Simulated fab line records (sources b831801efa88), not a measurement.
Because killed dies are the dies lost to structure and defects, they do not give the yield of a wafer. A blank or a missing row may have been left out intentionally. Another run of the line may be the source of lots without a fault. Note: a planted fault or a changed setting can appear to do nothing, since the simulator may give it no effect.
Which of the tools did it? / flow sky130 / at 1 step of a route of 708, 14 lots with 42 wafers sampled

## WHAT EACH GAUGE READ, for each wafer
SKY_VIA4_OVL_MEAS_11. Usual: VIA4_OVL -0.8 nm, standard deviation 1.4.
lot=L394; measured=day 43 07:28; on=overlay-02; VIA4_OVL (nm)=0.0 0.1 0.7; flag=
lot=L396; measured=day 44 04:17; on=overlay-01; VIA4_OVL (nm)=-0.7 -0.6 -1.3; flag=
lot=L397; measured=day 44 07:43; on=overlay-01; VIA4_OVL (nm)=-2.0 -1.7 -2.7; flag=
lot=L398; measured=day 44 12:44; on=overlay-02; VIA4_OVL (nm)=-0.3 -0.3 -1.2; flag=
lot=L399; measured=day 44 17:55; on=overlay-02; VIA4_OVL (nm)=0.1 -1.0 -2.8; flag=
lot=L400; measured=day 44 21:40; on=overlay-02; VIA4_OVL (nm)=-2.7 -1.2 -2.2; flag=
lot=L401; measured=day 45 09:13; on=overlay-01; VIA4_OVL (nm)=-0.3 0.3 -2.5; flag=
lot=L403; measured=day 45 19:26; on=overlay-02; VIA4_OVL (nm)=-0.4 1.0 -1.2; flag=
lot=L407; measured=day 46 23:44; on=overlay-02; VIA4_OVL (nm)=0.5 0.5 -0.2; flag=
lot=L408; measured=day 47 11:13; on=overlay-02; VIA4_OVL (nm)=-0.5 -0.5 -0.8; flag=
lot=L410; measured=day 47 19:26; on=overlay-02; VIA4_OVL (nm)=0.0 -0.8 -3.2; flag=
lot=L412; measured=day 48 04:05; on=overlay-02; VIA4_OVL (nm)=-3.2 -2.9 -2.9; flag=
lot=L414; measured=day 48 17:08; on=overlay-02; VIA4_OVL (nm)=-0.2 0.3 1.4; flag=
lot=L415; measured=day 48 17:29; on=overlay-01; VIA4_OVL (nm)=-2.3 -4.6 -1.9; flag=

## EACH LOT AND THE TOOL THAT RAN IT (in order: tool; ch and the chambers of the sampled wafers; start)
Record: no process step prior to these readings.

## AS READ BY THE TOOLS THEMSELVES (means over the sampled wafers that have a number; for cases with no such wafer, the mark the record gives instead)
The record holds no such reading with a usual standard deviation.

## THE ANSWER, worked out from the rows above alone
Rule: a lot counts as off when the mean over its wafers that have a number is more than 3 standard deviations away from the usual mean. A lot without any number at a reading at which 4 lots or more have one is off too. Any other lot the step has rows for is counted as sound. First the gauges in route order, then the tools' own readings, where a lot's mean is used as printed above. The first step at which some lot is off is used, and at that step the reading that is off furthest; a lot without a number counts as furthest.
No lot is off at any reading shown: from this, nothing can be told.

## WHAT HAD BEEN PUT IN BY THE SIMULATOR
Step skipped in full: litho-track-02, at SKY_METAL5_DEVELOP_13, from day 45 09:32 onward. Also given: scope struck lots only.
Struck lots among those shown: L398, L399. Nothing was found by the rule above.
